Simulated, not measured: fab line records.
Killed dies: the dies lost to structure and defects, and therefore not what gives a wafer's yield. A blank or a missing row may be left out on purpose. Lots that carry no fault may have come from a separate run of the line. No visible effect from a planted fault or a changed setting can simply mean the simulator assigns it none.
2 desks, one fault    flow sky130    numbers are kept per desk, each desk with only its own; the story behind them comes last

FROM THE METROLOGY DESK
Lot by lot, what the gauges showed, no matter which tool ran the lot: averages of those sampled wafers that carry a number. Marked OUT: a lot whose mean sits more than 4 standard deviations from the usual mean, which makes it out of limits; the brackets give that distance.
Columns: A = cd-nm at SKY_SONOS_ONO_CD_MEAS_13, usual 410.7 nm; B = SONOS_ONO_OVL at SKY_SONOS_ONO_OVL_MEAS_14, usual -0.4 nm; C = GATE_OXIDE_OXIDATION_00_THK at SKY_GATE_OXIDE_THK_MEAS_02, usual 10.32 nm; D = GATE_OXIDE_OVL at SKY_GATE_OXIDE_OVL_MEAS_10, usual 0.1 nm; E = GATE_OXIDE_TW at SKY_GATE_OXIDE_TW_MEAS_14, usual 223.4
lot   first seen here  A      B     C      D    E
L701  day 13 10:00     411.7  1.7   9.97   0.3  224.0
L702  day 13 22:49     410.7  -0.9  10.50  0.5  225.4
L710  day 16 11:45     410.1  -2.1  10.52  0.2  225.5
L712  day 17 09:17     411.0  0.5   10.94  0.4  220.8
L720  day 19 22:45     405.6  -1.9  10.63  1.1  224.0
L721  day 20 09:13     411.7  -1.3  10.38  0.5  224.5
This desk's finding: nothing out of limits on any of the 6 lots.

DESK OF THE TOOL OWNER: furnace-01
The tool's own readings at SKY_GATE_OXIDE_OXIDATION_01 (stabilise 600 s, purge 300 s, target thk 10.268 nm): means of the sampled wafers that have a number, for each lot that ran on this tool. Marked OUT: a lot whose mean sits more than 4 standard deviations from the usual mean, which makes it out of limits; the brackets give that distance.
Columns: A = spike-tc-centre-C at SKY_GATE_OXIDE_OXIDATION_01, usual 899.9 C; B = zone-power-centre-pct at SKY_GATE_OXIDE_OXIDATION_01, usual 17.9 %; C = zone-power-lower-pct at SKY_GATE_OXIDE_OXIDATION_01, usual 18.4 %; D = zone-power-upper-pct at SKY_GATE_OXIDE_OXIDATION_01, usual 18.7 %
lot   first seen here  A                B     C     D
L702  day 13 23:38     900.8            16.6  17.3  18.8
L710  day 16 12:14     920.4 (+21) OUT  23.4  13.5  14.9 (-12) OUT
L712  day 17 10:20     921.3 (+22) OUT  23.1  13.5  14.7 (-12) OUT
L720  day 19 23:13     899.4            16.6  17.3  18.8
L721  day 20 10:22     900.0            16.5  17.3  18.8
This desk finds L710, L712 out of limits, L710 being first, at day 16 12:14 (spike-tc-centre-C at SKY_GATE_OXIDE_OXIDATION_01). Within limits: L702, L720, L721.

ALL TOGETHER
An alarm could have come from the tool owner's desk at day 16 12:14, on L710, L712.
The metrology desk saw nothing out of limits.
The metrology desk holds a record of L710, L712, inside its limits.
Of the lots named, all ran SKY_GATE_OXIDE_OXIDATION_01 on furnace-01.

WHAT WAS PUT IN BY THE SIMULATOR
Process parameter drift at SKY_GATE_OXIDE_OXIDATION_01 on furnace-01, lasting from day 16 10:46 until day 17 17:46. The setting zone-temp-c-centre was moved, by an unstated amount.
Lots struck among those shown: L710, L712.
Time in hours from fault onset to the first out-of-limits reading at each desk: the tool owner's desk, 1.
